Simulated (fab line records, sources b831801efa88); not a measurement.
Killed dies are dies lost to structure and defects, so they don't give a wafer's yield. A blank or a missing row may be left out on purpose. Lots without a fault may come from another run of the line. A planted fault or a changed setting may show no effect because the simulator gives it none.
Which tool did it? | flow gf180mcu | 6 lots, 18 wafers sampled, at 2 steps of a route of 602

WHAT THE GAUGES READ, wafer by wafer
GF_M5_CD_MEAS_07: target cd 280 nm.
lot  | measured     | on        | cd_nm (nm)
L108 | day 26 16:10 | cd_sem-01 | 280.6 281.0 281.5
L111 | day 27 23:31 | cd_sem-01 | 278.2 277.6 279.1
L119 | day 30 05:12 | cd_sem-01 | 280.2 281.2 280.1
L125 | day 31 18:24 | cd_sem-02 | 280.1 279.7 280.8
L127 | day 32 04:32 | cd_sem-01 | 279.3 280.4 279.2
L129 | day 32 14:19 | cd_sem-02 | 280.4 279.5 280.2

WHICH TOOL RAN EACH LOT (tool, then ch and the chambers of the sampled wafers, then the start)
lot  | GF_M1_SPUTTER_00
L108 | pvd_sputter-03, day 16 14:50
L111 | pvd_sputter-01, day 18 03:00
L119 | pvd_sputter-03, day 20 17:27
L125 | pvd_sputter-03, day 22 19:19
L127 | pvd_sputter-02, day 23 10:46
L129 | pvd_sputter-02, day 23 20:58
- GF_M1_SPUTTER_00: material Ti, target thk 37.5 nm, time 150 s.

THE ANSWER, worked out from the rows above alone
Rule: what is usual is taken from the lots themselves. Put in order of their means at a reading, lots are off if they are a third of the lots or fewer, leave a main group of 4 or more, and stand apart from it by a gap of 3 or more times the standard deviation of the main group's means; of several such gaps the widest counts. A main group whose means are all the same, to the digits that the tables above print for the reading, isn't used. A lot without any number at a reading at which 4 lots or more have one is off too. The other lots that the step has rows for count as sound.
No lot is off at any reading shown: from this, nothing can be told.

WHAT THE SIMULATOR HAD PUT IN
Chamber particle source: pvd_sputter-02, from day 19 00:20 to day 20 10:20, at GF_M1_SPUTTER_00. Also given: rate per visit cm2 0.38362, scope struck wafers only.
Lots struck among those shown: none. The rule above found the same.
